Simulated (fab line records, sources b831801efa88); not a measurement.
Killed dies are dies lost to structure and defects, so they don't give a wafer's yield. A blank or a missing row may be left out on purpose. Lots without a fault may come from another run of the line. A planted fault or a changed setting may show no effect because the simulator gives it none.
Which tool did it? | flow gf180mcu | 12 lots, 36 wafers sampled, at 4 steps of a route of 602

WHAT THE GAUGES READ, wafer by wafer
GF_HV_LDD_THK_MEAS_57. Usual: HV_LDD_CVD_56_THK 90.3 nm, standard deviation 0.94.
lot  | measured     | on            | HV_LDD_CVD_56_THK (nm) | flag
L464 | day 12 14:25 | film_metro-04 | 90.7 89.6 90.1         |
L466 | day 13 01:02 | film_metro-04 | 91.4 90.6 90.8         |
L468 | day 13 18:28 | film_metro-03 | 89.6 90.3 90.7         |
L469 | day 14 03:26 | film_metro-03 | 91.4 90.8 90.7         |
L470 | day 14 12:12 | film_metro-03 | 90.3 89.7 89.9         |
L471 | day 14 18:51 | film_metro-04 | 92.1 92.4 92.9         |
L472 | day 15 07:04 | film_metro-03 | 90.9 90.5 90.3         |
L473 | day 15 12:32 | film_metro-01 | 91.0 90.4 89.6         |
L479 | day 17 12:16 | film_metro-03 | 87.6 88.1 88.8         |
L480 | day 18 01:43 | film_metro-01 | 89.4 89.3 90.5         |
L482 | day 18 18:14 | film_metro-04 | 90.1 90.3 90.7         |
L487 | day 20 11:04 | film_metro-04 | 90.6 91.6 91.1         |

GF_SALICIDE_RS_MEAS_04: measures by four-point-probe. Usual: SALICIDE_TIN_RS 16.35 ohm/sq, standard deviation 0.3.
lot  | measured     | on            | SALICIDE_TIN_RS (ohm/sq) | flag
L464 | day 15 06:17 | film_metro-02 | 15.82 16.32 16.16        |
L466 | day 15 17:20 | film_metro-03 | 15.80 16.12 16.55        |
L468 | day 16 12:32 | film_metro-02 | 16.54 16.55 15.96        |
L469 | day 16 23:12 | film_metro-03 | 16.39 16.69 16.48        |
L470 | day 17 07:22 | film_metro-04 | 15.93 16.69 16.46        |
L471 | day 17 14:11 | film_metro-02 | 16.23 16.61 16.67        |
L472 | day 18 04:05 | film_metro-03 | 16.43 16.07 16.56        |
L473 | day 18 09:39 | film_metro-02 | 15.68 16.02 15.91        |
L479 | day 20 15:25 | film_metro-02 | 16.50 16.43 16.17        |
L480 | day 21 03:02 | film_metro-04 | 16.21 16.57 16.63        |
L482 | day 21 20:41 | film_metro-03 | 16.36 14.38 16.45        |
L487 | day 23 12:17 | film_metro-04 | 16.40 16.06 16.13        |

GF_SALICIDE_THK_MEAS_05: measures by xrf. Usual: SALICIDE_TIN_THK 19.89 nm, standard deviation 0.29.
lot  | measured     | on            | SALICIDE_TIN_THK (nm) | flag
L464 | day 15 06:24 | film_metro-02 | 19.31 19.25 19.43     |
L466 | day 15 17:28 | film_metro-03 | 20.29 20.31 20.14     |
L468 | day 16 12:39 | film_metro-02 | 20.22 20.27 20.24     |
L469 | day 16 23:19 | film_metro-03 | 20.31 19.74 20.12     |
L470 | day 17 07:29 | film_metro-04 | 20.49 19.49 19.80     |
L471 | day 17 14:19 | film_metro-02 | 19.60 19.55 19.47     |
L472 | day 18 04:12 | film_metro-03 | 20.02 20.04 19.72     |
L473 | day 18 09:46 | film_metro-02 | 20.16 20.06 20.06     |
L479 | day 20 15:32 | film_metro-02 | 19.67 20.00 19.76     |
L480 | day 21 03:10 | film_metro-04 | 19.80 19.81 19.75     |
L482 | day 21 20:47 | film_metro-03 | 20.23 26.43 20.27     | OFF
L487 | day 23 12:23 | film_metro-04 | 20.21 20.10 19.97     |

WHICH TOOL RAN EACH LOT (tool, then ch and the chambers of the sampled wafers, then the start)
lot  | GF_SALICIDE_SPUTTER_03
L464 | pvd_sputter-04, day 15 06:16
L466 | pvd_sputter-04, day 15 17:19
L468 | pvd_sputter-02, day 16 12:30
L469 | pvd_sputter-01, day 16 23:09
L470 | pvd_sputter-01, day 17 07:20
L471 | pvd_sputter-04, day 17 14:10
L472 | pvd_sputter-04, day 18 04:03
L473 | pvd_sputter-04, day 18 09:37
L479 | pvd_sputter-02, day 20 15:24
L480 | pvd_sputter-04, day 21 03:01
L482 | pvd_sputter-04, day 21 20:38
L487 | pvd_sputter-01, day 23 12:14
- GF_SALICIDE_SPUTTER_03: material TiN, target thk 20 nm, time 16.7 s.

WHAT THE TOOLS THEMSELVES READ (means of the sampled wafers that have a number; where no wafer has one, the mark that the record gives instead)
GF_SALICIDE_SPUTTER_03. Usual: cathode_dc_power_W 6500.1 W, standard deviation 1.2; throttle_valve_pct 30.3 %, standard deviation 1.2.
lot  | tool           | cathode_dc_power_W (W) | throttle_valve_pct (%) | flag
L464 | pvd_sputter-04 | 6498.9                 | 31.2                   |
L466 | pvd_sputter-04 | 6500.4                 | 30.9                   |
L468 | pvd_sputter-02 | 6499.4                 | 29.9                   |
L469 | pvd_sputter-01 | 6500.6                 | 29.5                   |
L470 | pvd_sputter-01 | 6500.3                 | 29.5                   |
L471 | pvd_sputter-04 | 6499.8                 | 31.5                   |
L472 | pvd_sputter-04 | 6501.5                 | 29.2                   |
L473 | pvd_sputter-04 | 6499.2                 | 29.1                   |
L479 | pvd_sputter-02 | 6500.2                 | 30.3                   |
L480 | pvd_sputter-04 | 6499.4                 | 31.3                   |
L482 | pvd_sputter-04 | 7187.4                 | 29.9                   | OFF
L487 | pvd_sputter-01 | 6500.6                 | 30.1                   |

THE ANSWER, worked out from the rows above alone
Rule: a lot is off if the mean of its wafers that have a number lies more than 3 standard deviations from the usual mean. A lot without any number at a reading at which 4 lots or more have one is off too. The other lots that the step has rows for count as sound. The gauges are gone through in route order, then the tools' own readings, and for those a lot's mean is taken as printed above. The first step at which some lot is off is used, and at that step the reading that is off furthest; a lot without a number counts as furthest.
Off: L482, at GF_SALICIDE_THK_MEAS_05 (SALICIDE_TIN_THK).
A tool fits if, at a process step before that reading, it ran every lot that is off, and no sound lot after the first of them. The gauges at GF_SALICIDE_THK_MEAS_05 aren't tried: what is off there is off at GF_SALICIDE_SPUTTER_03 too, on other tools, and a gauge's error can't cause that. One fits: pvd_sputter-04 at GF_SALICIDE_SPUTTER_03. Its last sound lot is L480 (day 21 03:01), its first lot that is off L482 (day 21 20:38): a fault that began between those two fits.
The tool's own readings at GF_SALICIDE_SPUTTER_03 bear it out: on the lots that are off they differ by more than 5 times the standard deviation of the sound lots' means. cathode_dc_power_W reads 7187.4 W there against 6500.0 W on the sound lots.

WHAT THE SIMULATOR HAD PUT IN
Process parameter drift: pvd_sputter-04, from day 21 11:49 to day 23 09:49, at GF_SALICIDE_SPUTTER_03. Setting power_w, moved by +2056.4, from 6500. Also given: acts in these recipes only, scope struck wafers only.
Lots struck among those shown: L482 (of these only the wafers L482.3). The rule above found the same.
